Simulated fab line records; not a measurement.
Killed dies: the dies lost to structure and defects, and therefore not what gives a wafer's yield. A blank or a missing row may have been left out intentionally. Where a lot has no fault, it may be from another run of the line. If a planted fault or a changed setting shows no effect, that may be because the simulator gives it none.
fab line records | flow sky130
record: lots: 13 wafers: 39 lastDay: 50
route steps=708 shown FIELD_ISO@17 NWELL@77 PWDE@84 PAD_OPEN@708
lots untouched by any fault: they come from a run of this same line in which no faults occurred
startH: start of the lot's first displayed wafer, in hours after the record's first day | waitH: hours from the lot's prior step to this one | " same as the row above | L1.1+2: a single row standing in for several wafers | - value missing, or start not given | * or withheld: withheld | < > ~ a bound
route shown NAME@n: names a module that has steps shown in the file, with the first one's number in the route | usual: mean/standard deviation taken from wafers without a fault | same: alike in all rows | chamber/n: place in a boat | sites: readings site by site | _std_site: the standard deviation of these | _edge_site: the outer-site mean with the inner-site mean subtracted | radiusMm: how far each site lies from the wafer's centre | mask NAME#n: copy n | behind: the last tool/chamber to shape the wafer | hold: why the lot went on hold/how many hours it stayed there/how the hold came to an end | device: which transistor (n, p or np) failed to switch | end of line: the tests these same wafers got at the end of their route | a step without rows: its recipe alone | killed: count of dies lost to structure and defects at first sort (not the wafer's yield) | map: a wafer's dies, x killed, . not, _ none there
set.NAME: the setting that was run; set.NAME@STEP: the one run at that earlier step | model.NAME: the simulator's own value behind a step, which no gauge read
route steps across a sampled set of lots; one table per step, one row per wafer
services: from which hour (startH, from the record's first day; less than 0 if before it) a tool's chamber was out of use, for how many hours, and why
== steps ==
step: SKY_FIELD_ISO_STRIP_16
recipe: chemistry: O2/N2 powerW: 1400 pressureMtorr: 1500 platenTempC: withheld o2FlowSccm: 3000 n2FlowSccm: 300 overashFraction: 0.5
usual: drypumpMotorCurrentA: 5.7/0.4 oesProductAu: 0.378/0.0058 stripTimeToEndpointS: 3.55/0.056
columns lot.wafer tool chamber startH waitH drypumpMotorCurrentA oesProductAu rfHoursCounterH stripTimeToEndpointS
L100.1 plasmaAsher-04 0 35.71 0.0 5.9 0.382 24 3.58
L100.3 " 1 " " 5.6 0.375 - 3.50
L100.5 " 1 " " 5.6 0.373 - 3.51
L101.1 plasmaAsher-02 1 44.41 0.0 5.0 0.389 38 3.68
L101.2 " 0 " " 6.0 0.377 38 3.56
L101.3 " 0 " " 6.0 0.384 - 3.61
L102.3 plasmaAsher-02 0 45.45 0.1 6.0 0.379 - 3.59
L102.4 " 1 " " 5.0 0.369 - 3.45
L102.5 " 1 " " 5.0 0.376 - 3.46
L105.3 plasmaAsher-02 1 63.73 0.1 5.0 0.368 - 3.51
L105.4 " 0 " " 6.0 0.385 - 3.53
L105.6 " 0 " " 6.0 0.376 - 3.50
L107.2 plasmaAsher-04 0 71.81 0.0 6.0 0.387 28 3.62
L107.5 " 0 " " 6.0 0.382 - 3.49
L107.6 " 1 " " 5.6 0.384 - 3.54
L109.4 plasmaAsher-03 0 82.41 0.1 6.3 0.370 - 3.51
L109.5 " 0 " " 6.4 0.375 - 3.56
L109.6 " 1 " " 5.9 0.374 - 3.50
L110.1 plasmaAsher-02 0 90.03 0.0 6.0 0.379 42 3.48
L110.2 " 1 " " 4.9 0.380 42 3.52
L110.3 " 0 " " 6.0 0.383 - 3.54
L111.1 plasmaAsher-03 1 92.71 0.0 5.9 0.365 39 3.66
L111.3 " 1 " " 6.0 0.380 - 3.49
L111.5 " 1 " " 5.9 0.377 - 3.66
L112.3 plasmaAsher-03 0 96.43 0.1 6.3 0.384 - 3.68
L112.4 " 1 " " 5.9 0.378 - 3.58
L112.6 " 1 " " 5.9 0.385 - 3.65
L113.2 plasmaAsher-02 1 101.26 0.0 5.0 0.368 43 3.49
L113.3 " 1 " " 5.0 0.373 - 3.62
L113.5 " 1 " " 5.0 0.384 - 3.58
L119.2 plasmaAsher-02 0 132.43 0.0 6.0 0.378 46 3.59
L119.3 " 1 " " 4.9 0.376 - 3.52
L119.4 " 0 " " 6.0 0.368 - 3.55
L120.2 plasmaAsher-03 1 138.95 0.0 5.9 0.386 2 3.57
L120.5 " 1 " " 5.9 0.377 - 3.58
L120.6 " 0 " " 6.3 0.380 - 3.66
L121.4 plasmaAsher-04 1 144.87 0.1 5.7 0.371 - 3.46
L121.5 " 1 " " 5.6 0.378 - 3.52
L121.6 " 0 " " 5.9 0.372 - 3.45
step: SKY_FIELD_ISO_THK_MEAS_25
recipe: reads: SiO2_of_FIELD_ISO_CVD_24
usual: FIELD_ISO_CVD_24_THK: 595/5.7
columns lot.wafer tool chamber startH waitH FIELD_ISO_CVD_24_THK[nm]
L100.1 filmMetro-02 - 42.79 0.0 595
L100.3 " - " " 590
L100.5 " - " " 593
L101.1 filmMetro-02 - 48.46 0.1 589
L101.2 " - " " 600
L101.3 " - " " 597
L102.3 filmMetro-01 - 48.50 0.1 594
L102.4 " - " " 595
L102.5 " - " " 596
L105.3 filmMetro-04 - 67.59 0.1 597
L105.4 " - " " 605
L105.6 " - " " 599
L107.2 filmMetro-02 - 74.29 0.0 584
L107.5 " - " " 592
L107.6 " - " " 590
L109.4 filmMetro-01 - 85.34 0.0 601
L109.5 " - " " 597
L109.6 " - " " 587
L110.1 filmMetro-02 - 92.81 0.1 592
L110.2 " - " " 602
L110.3 " - " " 592
L111.1 filmMetro-01 - 94.54 0.0 593
L111.3 " - " " 596
L111.5 " - " " 601
L112.3 filmMetro-01 - 98.62 0.1 596
L112.4 " - " " 596
L112.6 " - " " 596
L113.2 filmMetro-04 - 103.02 0.0 597
L113.3 " - " " 589
L113.5 " - " " 597
L119.2 filmMetro-04 - 135.59 0.0 594
L119.3 " - " " 589
L119.4 " - " " 604
L120.2 filmMetro-01 - 142.65 0.0 593
L120.5 " - " " 593
L120.6 " - " " 593
L121.4 filmMetro-04 - 148.01 0.0 594
L121.5 " - " " 599
L121.6 " - " " 592
step: SKY_NWELL_IMPLANT_24
recipe: species: B energyKev: 140 doseCm2: 9.2e+12 tiltDeg: withheld
usual: doseIonsCm2: 9.201e+12/1e+10 faradayCurrentUA: 51.8/1
columns lot.wafer tool chamber startH waitH doseIonsCm2 faradayCurrentUA
L100.1 implanter-03 0 121.43 0.0 9.208e+12 52.7
L100.3 " 0 " " 9.198e+12 52.1
L100.5 " 0 " " 9.201e+12 52.9
L101.1 implanter-03 0 124.42 0.0 9.213e+12 51.7
L101.2 " 0 " " 9.211e+12 51.3
L101.3 " 0 " " 9.209e+12 50.9
L102.3 implanter-02 0 126.80 0.1 9.205e+12 52.6
L102.4 " 0 " " 9.198e+12 50.4
L102.5 " 0 " " 9.208e+12 50.5
L105.3 implanter-03 0 149.73 0.1 9.196e+12 50.5
L105.4 " 0 " " 9.208e+12 51.6
L105.6 " 0 " " 9.205e+12 51.5
L107.2 implanter-03 0 151.86 0.0 9.212e+12 53.5
L107.5 " 0 " " 9.21e+12 52.3
L107.6 " 0 " " 9.218e+12 50.1
L109.4 implanter-02 0 166.51 0.1 9.213e+12 54.8
L109.5 " 0 " " 9.214e+12 53.8
L109.6 " 0 " " 9.195e+12 52.8
L110.1 implanter-02 0 173.42 0.0 9.201e+12 51.7
L110.2 " 0 " " 9.192e+12 53.8
L110.3 " 0 " " 9.204e+12 52.4
L111.1 implanter-03 0 176.82 0.0 9.203e+12 51.8
L111.3 " 0 " " 9.212e+12 54.0
L111.5 " 0 " " 9.204e+12 51.9
L112.3 implanter-02 0 180.02 0.1 9.206e+12 51.1
L112.4 " 0 " " 9.206e+12 53.6
L112.6 " 0 " " 9.19e+12 52.7
L113.2 implanter-03 0 186.96 0.0 9.2e+12 51.9
L113.3 " 0 " " 9.196e+12 50.8
L113.5 " 0 " " 9.194e+12 53.2
L119.2 implanter-03 0 226.54 0.0 1.1071e+13 61.7
L119.3 " 0 " " 1.1078e+13 60.6
L119.4 " 0 " " 1.1068e+13 63.6
L120.2 implanter-03 0 232.87 0.0 1.1051e+13 60.7
L120.5 " 0 " " 1.1054e+13 63.0
L120.6 " 0 " " 1.1052e+13 63.8
L121.4 implanter-01 0 237.51 0.1 9.188e+12 51.8
L121.5 " 0 " " 9.2e+12 52.0
L121.6 " 0 " " 9.196e+12 52.1
step: SKY_NWELL_TW_MEAS_26
usual: NWELL_2_TW: 495/3.5
columns lot.wafer tool chamber startH waitH NWELL_2_TW
L100.1 filmMetro-03 - 121.68 0.1 494
L100.3 " - " " 498
L100.5 " - " " 496
L101.1 filmMetro-01 - 124.67 0.1 495
L101.2 " - " " 489
L101.3 " - " " 497
L102.3 filmMetro-03 - 127.02 0.1 498
L102.4 " - " " 495
L102.5 " - " " 496
L105.3 filmMetro-01 - 149.95 0.1 492
L105.4 " - " " 492
L105.6 " - " " 492
L107.2 filmMetro-02 - 152.09 0.1 501
L107.5 " - " " 498
L107.6 " - " " 501
L109.4 filmMetro-01 - 166.71 0.1 495
L109.5 " - " " 492
L109.6 " - " " 493
L110.1 filmMetro-02 - 173.67 0.1 496
L110.2 " - " " 496
L110.3 " - " " 498
L111.1 filmMetro-03 - 177.07 0.1 502
L111.3 " - " " 498
L111.5 " - " " 499
L112.3 filmMetro-03 - 180.24 0.1 499
L112.4 " - " " 501
L112.6 " - " " 496
L113.2 filmMetro-02 - 187.19 0.1 501
L113.3 " - " " 500
L113.5 " - " " 498
L119.2 filmMetro-01 - 226.78 0.1 520
L119.3 " - " " 518
L119.4 " - " " 521
L120.2 filmMetro-01 - 233.11 0.1 518
L120.5 " - " " 519
L120.6 " - " " 518
L121.4 filmMetro-03 - 237.71 0.1 494
L121.5 " - " " 497
L121.6 " - " " 494
step: SKY_NWELL_RS_MEAS_31
recipe: thkMeasGauge: four-point-probe
usual: PWDE_RS: 5282/19
columns lot.wafer tool chamber startH waitH PWDE_RS[ohm/sq]
L100.1 filmMetro-01 - 122.14 0.1 5287
L100.3 " - " " 5287
L100.5 " - " " 5277
L101.1 filmMetro-03 - 125.12 0.1 5283
L101.2 " - " " 5270
L101.3 " - " " 5275
L102.3 filmMetro-02 - 127.49 0.1 5317
L102.4 " - " " 5307
L102.5 " - " " 5348
L105.3 filmMetro-03 - 150.42 0.1 5265
L105.4 " - " " 5270
L105.6 " - " " 5259
L107.2 filmMetro-03 - 152.56 0.1 5306
L107.5 " - " " 5290
L107.6 " - " " 5287
L109.4 filmMetro-02 - 167.19 0.1 5255
L109.5 " - " " 5251
L109.6 " - " " 5277
L110.1 filmMetro-03 - 174.12 0.1 5255
L110.2 " - " " 5262
L110.3 " - " " 5260
L111.1 filmMetro-01 - 177.52 0.1 5283
L111.3 " - " " 5305
L111.5 " - " " 5286
L112.3 filmMetro-02 - 180.71 0.1 5283
L112.4 " - " " 5287
L112.6 " - " " 5273
L113.2 filmMetro-03 - 187.65 0.1 5268
L113.3 " - " " 5278
L113.5 " - " " 5259
L119.2 filmMetro-03 - 227.24 0.1 5287
L119.3 " - " " 5267
L119.4 " - " " 5257
L120.2 filmMetro-02 - 233.57 0.1 5289
L120.5 " - " " 5311
L120.6 " - " " 5287
L121.4 filmMetro-02 - 238.19 0.1 5278
L121.5 " - " " 5286
L121.6 " - " " 5291
step: SKY_PAD_OPEN_PROBE_99
usual: killed_at_M0_to_M3: 42/6.8 killed_at_M4_up: 3.4/1.8 killedAtContacts: 25/5.7 killedAtFrontEnd: 16/4.8 killedAtOther: 0.2/0.39 killedDies: 87/9.6 killedOpen: 47/6.9 killedShort: 40/6.3
same: grossDies: 492 killedAtBackSide: 0
columns lot.wafer tool chamber startH waitH killed_at_M0_to_M3 killed_at_M4_up killedAtContacts killedAtFrontEnd killedAtOther killedDies killedOpen killedShort
L113.2 prober-01 - 1154.76 0.1 40 1 22 16 0 79 51 28
L113.3 prober-01 - 1154.81 0.2 36 1 19 13 0 69 38 31
L113.5 prober-01 - 1154.91 0.2 38 8 24 7 0 77 47 30
killed by level:class
L113.2 VIA1:geometricParticle:open=12 LI_CONTACT:geometricParticle:open=8 CONTACT:geometricParticle:open=8 VIA3:geometricParticle:open=6 VIA2:geometricParticle:open=5 SPACER:geometricParticle:open=4 VIA1:geometricParticle:short=4 FIELD_ISO:geometricParticle:short=3
L113.3 VIA3:geometricParticle:open=10 CONTACT:geometricParticle:open=8 LI_CONTACT:geometricParticle:open=5 METAL2:geometricParticle:short=5 CONTACT:geometricParticle:short=4 VIA2:geometricParticle:open=4 FIELD_ISO:geometricParticle:short=3 POLY_GATE:geometricParticle:short=3
L113.5 CONTACT:geometricParticle:open=12 VIA3:geometricParticle:open=10 METAL4:geometricParticle:short=7 VIA1:geometricParticle:open=6 VIA2:geometricParticle:open=5 METAL2:geometricParticle:short=5 CONTACT:geometricParticle:short=4 LI_CONTACT:geometricParticle:open=3
== services ==
columns tool chamber startH hours kind
plasmaAsher-02 - 27.00 0.9 repair
implanter-02 - 69.18 0.8 repair
plasmaAsher-04 - 75.00 15.6 pm
plasmaAsher-02 - 78.01 5.1 repair
implanter-02 - 78.91 4.3 pm
implanter-02 - 100.17 7.2 repair
plasmaAsher-03 - 108.75 9.0 pm
plasmaAsher-03 0 108.75 9.0 ventCycle
plasmaAsher-03 1 108.75 9.0 ventCycle
plasmaAsher-03 0 117.75 - clean
plasmaAsher-03 1 117.75 - clean
implanter-01 - 123.03 5.8 pm
implanter-03 - 131.21 12.0 pm
implanter-01 - 134.06 3.4 repair
plasmaAsher-03 - 134.32 4.6 repair
plasmaAsher-02 - 157.40 0.4 repair
plasmaAsher-02 - 175.27 1.8 repair
implanter-02 - 188.36 1.1 repair
implanter-03 - 206.82 5.8 pm
implanter-01 - 206.83 6.3 pm
== key ==
firstSign: step: SKY_NWELL_IMPLANT_24 reading: doseIonsCm2 direction: up sigmas: 99+ usual: * struck: *
effect: step: SKY_NWELL_IMPLANT_24 reading: faradayCurrentUA direction: up sigmas: 10 usual: 51.8 struck: 62.2
effect: step: SKY_NWELL_TW_MEAS_26 reading: NWELL_2_TW direction: up sigmas: 7 usual: 495 struck: 519
metAt SKY_NWELL_IMPLANT_24
struckLots L119,L120
rowsEnd L119.2,L119.3,L119.4
testerLeftOut L120
notActingAt SKY_FIELD_ISO_STRIP_16,SKY_FIELD_ISO_THK_MEAS_25,SKY_NWELL_RS_MEAS_31
onsetBetween 186.96 226.54
fault: kind: processParameterDrift tool: implanter-03 chamber: - onsetH: 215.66 steps: SKY_NWELL_IMPLANT_24 channel: doseCm2 offset: * shape: step endH: 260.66 actsIn: * stated: *
testerLeftOut: of these lots the tester's yield and bins aren't shown, on N5 and GAA mostly nor the transistor test; their killed dies are dies lost to structure and defects alone, not to doping, threshold or leakage, so they don't give the yield
rowsEnd: these wafers met a further fault down the route, and their rows from its step on are left out
